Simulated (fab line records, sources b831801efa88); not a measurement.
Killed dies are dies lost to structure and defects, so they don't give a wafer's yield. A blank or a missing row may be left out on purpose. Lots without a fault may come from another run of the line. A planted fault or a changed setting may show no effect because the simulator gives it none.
A sampling plan put to the test | flow gf180mcu | one fab line, 45 faults that these records tell of, each judged on the records of the lots that it struck
The plan is the line's own looks: the steps of the route at which a gauge or an inspection reads the wafer and doesn't change it. A look can be judged if struck wafers have a number there and the file gives its usual mean and standard deviation on fault-free wafers. Caught: at a look after the fault's first step, the mean of the struck wafers lies 4 or more of those standard deviations (sigma) from the usual mean. On the tool: the same test on the tool's own readings at the fault's steps. Another recipe on the struck wafers, or a record that is blank for them alone, also counts as caught.

THE FAULTS, as the simulator had put them in
1. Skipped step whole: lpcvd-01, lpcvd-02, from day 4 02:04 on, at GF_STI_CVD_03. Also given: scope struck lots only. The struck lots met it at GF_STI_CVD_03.
2. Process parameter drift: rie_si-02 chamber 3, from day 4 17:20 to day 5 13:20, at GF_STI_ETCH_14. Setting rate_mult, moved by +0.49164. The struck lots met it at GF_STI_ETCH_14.
3. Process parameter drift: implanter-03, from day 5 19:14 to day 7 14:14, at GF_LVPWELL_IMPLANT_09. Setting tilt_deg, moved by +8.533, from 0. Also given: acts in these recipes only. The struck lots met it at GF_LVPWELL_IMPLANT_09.
4. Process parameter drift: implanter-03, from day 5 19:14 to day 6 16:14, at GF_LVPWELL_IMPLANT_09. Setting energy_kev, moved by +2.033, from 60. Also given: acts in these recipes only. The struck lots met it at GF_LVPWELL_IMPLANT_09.
5. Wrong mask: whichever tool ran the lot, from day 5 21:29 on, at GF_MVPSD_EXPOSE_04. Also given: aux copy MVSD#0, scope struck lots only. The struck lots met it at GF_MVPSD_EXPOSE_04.
6. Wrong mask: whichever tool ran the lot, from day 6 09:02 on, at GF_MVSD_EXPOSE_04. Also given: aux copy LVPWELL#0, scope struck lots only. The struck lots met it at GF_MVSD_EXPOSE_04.
7. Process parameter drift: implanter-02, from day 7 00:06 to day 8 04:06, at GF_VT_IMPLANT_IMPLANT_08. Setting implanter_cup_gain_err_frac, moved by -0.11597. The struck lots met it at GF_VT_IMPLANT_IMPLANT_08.
8. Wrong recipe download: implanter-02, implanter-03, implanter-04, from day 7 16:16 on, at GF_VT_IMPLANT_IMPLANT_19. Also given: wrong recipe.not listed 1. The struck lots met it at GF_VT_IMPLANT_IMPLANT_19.
9. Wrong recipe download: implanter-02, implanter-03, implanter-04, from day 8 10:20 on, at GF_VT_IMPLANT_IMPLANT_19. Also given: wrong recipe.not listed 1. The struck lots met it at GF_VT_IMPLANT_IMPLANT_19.
10. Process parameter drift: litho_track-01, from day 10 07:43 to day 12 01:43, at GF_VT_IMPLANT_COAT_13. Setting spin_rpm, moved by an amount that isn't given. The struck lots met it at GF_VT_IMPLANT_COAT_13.
11. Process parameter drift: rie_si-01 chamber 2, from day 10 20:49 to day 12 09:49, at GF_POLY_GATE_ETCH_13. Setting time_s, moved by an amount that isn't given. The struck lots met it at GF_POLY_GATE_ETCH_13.
12. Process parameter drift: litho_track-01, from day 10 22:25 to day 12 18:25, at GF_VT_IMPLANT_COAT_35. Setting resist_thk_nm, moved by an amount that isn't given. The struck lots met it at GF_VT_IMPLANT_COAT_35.
13. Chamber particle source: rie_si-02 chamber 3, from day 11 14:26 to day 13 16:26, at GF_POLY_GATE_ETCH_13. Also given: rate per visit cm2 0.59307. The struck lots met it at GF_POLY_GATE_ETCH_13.
14. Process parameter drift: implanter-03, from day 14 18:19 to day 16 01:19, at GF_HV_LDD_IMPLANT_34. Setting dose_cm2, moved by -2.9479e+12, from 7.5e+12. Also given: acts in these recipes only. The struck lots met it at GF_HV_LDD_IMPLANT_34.
15. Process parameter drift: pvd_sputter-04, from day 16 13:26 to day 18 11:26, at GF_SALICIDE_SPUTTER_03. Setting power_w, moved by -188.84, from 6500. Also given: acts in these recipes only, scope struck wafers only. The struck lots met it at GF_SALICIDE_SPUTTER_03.
16. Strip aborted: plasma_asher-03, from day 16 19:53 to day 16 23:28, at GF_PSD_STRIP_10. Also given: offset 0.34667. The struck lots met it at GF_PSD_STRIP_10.
17. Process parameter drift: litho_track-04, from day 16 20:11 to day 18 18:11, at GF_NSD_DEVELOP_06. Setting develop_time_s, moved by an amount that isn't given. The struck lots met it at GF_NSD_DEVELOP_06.
18. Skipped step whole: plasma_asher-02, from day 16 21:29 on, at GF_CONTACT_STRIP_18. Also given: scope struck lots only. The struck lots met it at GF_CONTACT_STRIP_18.
19. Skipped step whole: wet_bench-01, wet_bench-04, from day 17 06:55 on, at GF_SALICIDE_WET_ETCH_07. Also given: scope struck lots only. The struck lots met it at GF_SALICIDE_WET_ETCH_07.
20. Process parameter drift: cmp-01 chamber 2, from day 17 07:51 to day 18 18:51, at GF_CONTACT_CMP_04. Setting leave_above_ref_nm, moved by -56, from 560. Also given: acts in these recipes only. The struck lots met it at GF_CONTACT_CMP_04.
21. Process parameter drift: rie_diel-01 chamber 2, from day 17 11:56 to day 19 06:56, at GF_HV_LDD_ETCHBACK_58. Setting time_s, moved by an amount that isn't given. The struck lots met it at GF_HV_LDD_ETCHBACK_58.
22. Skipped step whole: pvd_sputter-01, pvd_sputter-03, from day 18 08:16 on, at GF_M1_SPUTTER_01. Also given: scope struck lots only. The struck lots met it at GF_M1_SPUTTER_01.
23. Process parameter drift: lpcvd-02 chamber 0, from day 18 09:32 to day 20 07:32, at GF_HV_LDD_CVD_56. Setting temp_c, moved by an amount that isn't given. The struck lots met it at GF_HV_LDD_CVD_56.
24. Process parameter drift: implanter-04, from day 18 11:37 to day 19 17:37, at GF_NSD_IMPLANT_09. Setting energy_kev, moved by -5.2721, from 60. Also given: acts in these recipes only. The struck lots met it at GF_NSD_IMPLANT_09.
25. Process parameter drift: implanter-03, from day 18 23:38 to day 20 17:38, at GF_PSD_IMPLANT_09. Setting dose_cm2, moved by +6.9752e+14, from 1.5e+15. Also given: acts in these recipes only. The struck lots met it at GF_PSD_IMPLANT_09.
26. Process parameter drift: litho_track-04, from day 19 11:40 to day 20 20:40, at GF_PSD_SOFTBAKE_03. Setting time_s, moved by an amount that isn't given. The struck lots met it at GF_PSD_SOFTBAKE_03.
27. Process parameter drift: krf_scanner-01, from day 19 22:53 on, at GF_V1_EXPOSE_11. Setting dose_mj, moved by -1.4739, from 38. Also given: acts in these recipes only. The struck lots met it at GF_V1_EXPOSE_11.
28. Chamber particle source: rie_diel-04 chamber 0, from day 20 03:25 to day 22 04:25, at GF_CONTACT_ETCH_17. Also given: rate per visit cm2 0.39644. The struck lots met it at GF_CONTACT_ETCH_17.
29. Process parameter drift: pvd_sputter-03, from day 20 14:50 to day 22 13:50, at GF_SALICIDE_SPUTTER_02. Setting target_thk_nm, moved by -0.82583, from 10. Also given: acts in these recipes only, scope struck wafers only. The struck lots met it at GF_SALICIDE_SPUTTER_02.
30. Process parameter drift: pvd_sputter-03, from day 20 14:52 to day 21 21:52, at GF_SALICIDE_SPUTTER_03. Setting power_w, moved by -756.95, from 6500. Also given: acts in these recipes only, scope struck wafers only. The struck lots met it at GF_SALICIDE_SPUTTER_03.
31. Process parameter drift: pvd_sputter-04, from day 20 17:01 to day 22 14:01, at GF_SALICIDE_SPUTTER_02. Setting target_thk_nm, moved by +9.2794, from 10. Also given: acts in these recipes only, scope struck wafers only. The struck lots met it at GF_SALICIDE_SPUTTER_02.
32. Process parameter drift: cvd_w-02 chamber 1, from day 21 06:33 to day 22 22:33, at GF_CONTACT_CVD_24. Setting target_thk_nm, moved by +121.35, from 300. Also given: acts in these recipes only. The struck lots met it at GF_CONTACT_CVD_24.
33. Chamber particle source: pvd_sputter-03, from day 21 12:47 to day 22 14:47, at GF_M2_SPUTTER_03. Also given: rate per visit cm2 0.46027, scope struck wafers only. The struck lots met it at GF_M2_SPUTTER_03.
34. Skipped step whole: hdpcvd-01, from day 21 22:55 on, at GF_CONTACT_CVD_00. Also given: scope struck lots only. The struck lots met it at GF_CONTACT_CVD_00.
35. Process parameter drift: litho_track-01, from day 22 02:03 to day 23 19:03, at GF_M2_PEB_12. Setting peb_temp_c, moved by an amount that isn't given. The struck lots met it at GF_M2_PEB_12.
36. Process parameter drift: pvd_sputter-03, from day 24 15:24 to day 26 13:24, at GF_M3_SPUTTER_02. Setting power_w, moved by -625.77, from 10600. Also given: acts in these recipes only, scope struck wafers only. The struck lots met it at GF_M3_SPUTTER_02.
37. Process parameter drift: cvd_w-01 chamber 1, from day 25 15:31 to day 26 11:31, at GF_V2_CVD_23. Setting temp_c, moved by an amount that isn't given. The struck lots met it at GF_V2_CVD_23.
38. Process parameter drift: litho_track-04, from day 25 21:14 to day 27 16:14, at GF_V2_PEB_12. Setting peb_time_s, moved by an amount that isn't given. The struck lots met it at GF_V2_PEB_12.
39. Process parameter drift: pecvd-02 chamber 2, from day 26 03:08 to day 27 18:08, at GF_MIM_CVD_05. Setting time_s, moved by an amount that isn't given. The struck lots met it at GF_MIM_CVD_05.
40. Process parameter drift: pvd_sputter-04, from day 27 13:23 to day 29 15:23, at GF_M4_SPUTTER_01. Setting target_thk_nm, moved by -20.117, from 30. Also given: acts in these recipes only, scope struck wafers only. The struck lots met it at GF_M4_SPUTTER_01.
41. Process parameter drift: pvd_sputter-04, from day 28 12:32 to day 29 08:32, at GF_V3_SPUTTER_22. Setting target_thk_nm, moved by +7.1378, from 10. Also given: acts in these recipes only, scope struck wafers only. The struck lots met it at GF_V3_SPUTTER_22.
42. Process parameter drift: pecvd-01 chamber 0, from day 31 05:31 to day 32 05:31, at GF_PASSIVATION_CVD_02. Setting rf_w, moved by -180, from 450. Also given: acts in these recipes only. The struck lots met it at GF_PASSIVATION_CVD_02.
43. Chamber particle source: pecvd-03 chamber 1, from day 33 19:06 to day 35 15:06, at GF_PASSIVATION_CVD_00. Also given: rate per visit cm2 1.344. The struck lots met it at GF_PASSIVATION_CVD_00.
44. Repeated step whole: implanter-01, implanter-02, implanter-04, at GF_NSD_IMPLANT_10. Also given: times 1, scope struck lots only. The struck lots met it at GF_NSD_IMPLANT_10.
45. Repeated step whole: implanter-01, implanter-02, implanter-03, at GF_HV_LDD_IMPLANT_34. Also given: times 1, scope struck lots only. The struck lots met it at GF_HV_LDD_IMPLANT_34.

WHAT THE PLAN SAW
fault | on the tool itself                               | first look that catches it                      | reading, sigma                                               | median hours from its first step to that look | hours from the fault's start to the first struck lot there | judged looks passed uncaught
1     | the tool's record is blank for the struck wafers | no look after it can be judged                  | -                                                            | -                                             | -                                                          | 0
2     | oes_product_au +22 sigma                         | not the one look that can be judged after it    | -                                                            | -                                             | -                                                          | 1
3     | tilt_deg +99 or beyond sigma                     | not the one look that can be judged after it    | -                                                            | -                                             | -                                                          | 1
4     | beam_energy_keV +99 or beyond sigma              | no look after it can be judged                  | -                                                            | -                                             | -                                                          | 0
5     | under 2 sigma                                    | GF_MVPSD_TW_MEAS_11                             | MVPSD_TW -81                                                 | 7.5                                           | 8                                                          | 0
6     | no reading that can be judged                    | GF_MVSD_TW_MEAS_11                              | MVSD_TW -70                                                  | 8.0                                           | 10                                                         | 0
7     | beam_on_s +5.8 sigma                             | GF_VT_IMPLANT_TW_MEAS_10                        | VT_IMPLANT_TW +4.3                                           | 0.2                                           | 4                                                          | 0
8     | under 2 sigma                                    | GF_VT_IMPLANT_TW_MEAS_21                        | VT_IMPLANT_2_TW -28                                          | 0.2                                           | 4                                                          | 0
9     | no reading that can be judged                    | GF_VT_IMPLANT_TW_MEAS_21                        | VT_IMPLANT_2_TW -43                                          | 0.2                                           | 4                                                          | 0
10    | spin_speed_rpm +53 sigma                         | none of the 2 looks that can be judged after it | -                                                            | -                                             | -                                                          | 2
11    | run_length_s -43 sigma                           | no look after it can be judged                  | -                                                            | -                                             | -                                                          | 0
12    | no reading that can be judged                    | no look after it can be judged                  | -                                                            | -                                             | -                                                          | 0
13    | under 2 sigma                                    | none of the 2 looks that can be judged after it | -                                                            | -                                             | -                                                          | 2
14    | dose_ions_cm2 -99 or beyond sigma                | GF_HV_LDD_RS_MEAS_53                            | HV_LDD_RS +6.9                                               | 22.7                                          | 27                                                         | 1
15    | cathode_dc_power_W -99 or beyond sigma           | not the one look that can be judged after it    | strongest: SALICIDE_TIN_THK at GF_SALICIDE_THK_MEAS_05, -2.9 | -                                             | -                                                          | 1
16    | oes_product_au +38 sigma                         | not the one look that can be judged after it    | -                                                            | -                                             | -                                                          | 1
17    | under 2 sigma                                    | none of the 2 looks that can be judged after it | strongest: cd_nm at GF_NSD_CD_MEAS_07, +3.4                  | -                                             | -                                                          | 2
18    | the tool's record is blank for the struck wafers | no look after it can be judged                  | -                                                            | -                                             | -                                                          | 0
19    | no reading that can be judged                    | no look after it can be judged                  | -                                                            | -                                             | -                                                          | 0
20    | only faintly: time_to_endpoint_s +3.3 sigma      | no look after it can be judged                  | -                                                            | -                                             | -                                                          | 0
21    | run_length_s -68 sigma                           | no look after it can be judged                  | -                                                            | -                                             | -                                                          | 0
22    | the tool's record is blank for the struck wafers | not the one look that can be judged after it    | -                                                            | -                                             | -                                                          | 1
23    | spike_tc_lower_C +11 sigma                       | GF_HV_LDD_THK_MEAS_57                           | HV_LDD_CVD_56_THK +27                                        | 1.8                                           | 5                                                          | 0
24    | beam_energy_keV -99 or beyond sigma              | GF_PSD_RS_MEAS_14                               | NSD_RS +16                                                   | 26.0                                          | 31                                                         | 0
25    | dose_ions_cm2 +99 or beyond sigma                | GF_PSD_TW_MEAS_11                               | PSD_TW +7.8                                                  | 0.2                                           | 9                                                          | 0
26    | heater_power_total_W +99 or beyond sigma         | not the one look that can be judged after it    | -                                                            | -                                             | -                                                          | 1
27    | exposure_dose_mJ_cm2 -29 sigma                   | GF_V1_CD_MEAS_14                                | cd_nm -4.6                                                   | 11.6                                          | 23                                                         | 0
28    | under 2 sigma                                    | none of the 2 looks that can be judged after it | -                                                            | -                                             | -                                                          | 2
29    | under 2 sigma                                    | GF_SALICIDE_RS_MEAS_04                          | SALICIDE_TIN_RS +5.0                                         | 0.1                                           | 5                                                          | 0
30    | cathode_dc_power_W -99 or beyond sigma           | GF_SALICIDE_THK_MEAS_05                         | SALICIDE_TIN_THK -9.9                                        | 0.2                                           | 5                                                          | 1
31    | under 2 sigma                                    | GF_SALICIDE_RS_MEAS_04                          | SALICIDE_TIN_RS -20                                          | 0.2                                           | 44                                                         | 0
32    | under 2 sigma                                    | GF_CONTACT_RS_MEAS_25                           | CONTACT_W_RS -24                                             | 0.1                                           | 34                                                         | 0
33    | under 2 sigma                                    | no look after it can be judged                  | -                                                            | -                                             | -                                                          | 0
34    | the tool's record is blank for the struck wafers | no look after it can be judged                  | -                                                            | -                                             | -                                                          | 0
35    | heater_power_total_W -26 sigma                   | GF_M2_CD_MEAS_14                                | cd_nm +7.4                                                   | 0.4                                           | 3                                                          | 0
36    | cathode_dc_power_W -99 or beyond sigma           | GF_M3_RS_MEAS_05                                | M3_ALCU_RS +4.7                                              | 0.1                                           | 6                                                          | 0
37    | susceptor_temp_C +68 sigma                       | GF_V2_RS_MEAS_24                                | V2_W_RS -20                                                  | 0.1                                           | 5                                                          | 0
38    | no reading that can be judged                    | GF_V2_CD_MEAS_14                                | cd_nm +8.1                                                   | 0.3                                           | 12                                                         | 0
39    | only faintly: run_length_s -3.8 sigma            | GF_MIM_THK_MEAS_06                              | MIM_CVD_05_THK -7.3                                          | 0.0                                           | 1                                                          | 0
40    | under 2 sigma                                    | no look after it can be judged                  | -                                                            | -                                             | -                                                          | 0
41    | under 2 sigma                                    | no look after it can be judged                  | -                                                            | -                                             | -                                                          | 0
42    | rf_fwd_power_W -99 or beyond sigma               | GF_PASSIVATION_THK_MEAS_03                      | PASSIVATION_CVD_02_THK -11                                   | 0.3                                           | 6                                                          | 0
43    | under 2 sigma                                    | not the one look that can be judged after it    | -                                                            | -                                             | -                                                          | 1
44    | under 2 sigma                                    | GF_PSD_RS_MEAS_14                               | NSD_RS -61                                                   | 24.6                                          | -                                                          | 0
45    | no reading that can be judged                    | GF_HV_LDD_TW_MEAS_38                            | HV_LDD_3_TW +6.1                                             | 0.9                                           | -                                                          | 0
A dash: the fault isn't caught, or these records don't give the number.

Caught at a look: 22 of 45. Caught on the tool: 24 of 45. By one or the other: 35 of 45.
Caught on the tool alone: faults 1, 2, 3, 4, 10, 11, 15, 16, 18, 21, 22, 26, 34.
Caught at a look alone: faults 5, 6, 8, 9, 29, 31, 32, 38, 39, 44, 45.
Caught by neither: faults 12, 13, 17, 19, 20, 28, 33, 40, 41, 43.

THINNER SAMPLING
If the look that catches a fault measured only every second or every third lot, by lot number, the first struck lot would be measured this late in the worst case:
fault | struck lots at that look, in order of time | every lot | every second lot | every third lot
5     | L613                                       | 8 h       | may miss it      | may miss it
6     | L132                                       | 10 h      | may miss it      | may miss it
7     | L226, L227, L229                           | 4 h       | 9 h              | may miss all 3
8     | L692, L693, L694, L695                     | 4 h       | 9 h              | 14 h
9     | L693, L694, L695, L696                     | 4 h       | 10 h             | 17 h
14    | L653, L655                                 | 27 h      | may miss all 2   | may miss all 2
23    | L626, L628                                 | 5 h       | may miss all 2   | may miss all 2
24    | L995, L998                                 | 31 h      | 52 h             | may miss all 2
25    | L821, L822                                 | 9 h       | 18 h             | may miss all 2
27    | L320, L325                                 | 23 h      | 68 h             | may miss all 2
29    | L866, L867                                 | 5 h       | 19 h             | may miss all 2
30    | L777                                       | 5 h       | may miss it      | may miss it
31    | L835                                       | 44 h      | may miss it      | may miss it
32    | L745                                       | 34 h      | may miss it      | may miss it
35    | L197, L199                                 | 3 h       | may miss all 2   | may miss all 2
36    | L222                                       | 6 h       | may miss it      | may miss it
37    | L941, L943                                 | 5 h       | may miss all 2   | may miss all 2
38    | L133, L138                                 | 12 h      | 43 h             | may miss all 2
39    | L813                                       | 1 h       | may miss it      | may miss it
42    | L680, L682                                 | 6 h       | may miss all 2   | may miss all 2
Hours are from the fault's start to the first struck lot that is measured. The limit of 4 sigma was tested on all struck wafers together, so one lot alone may lie under it. Other struck lots may not be in these records.

THE LONGEST TIMED WAY FROM STEP TO LOOK
Fault 24: a median of 26.0 hours passes between GF_NSD_IMPLANT_09 and GF_PSD_RS_MEAS_14. No look between them can be judged.
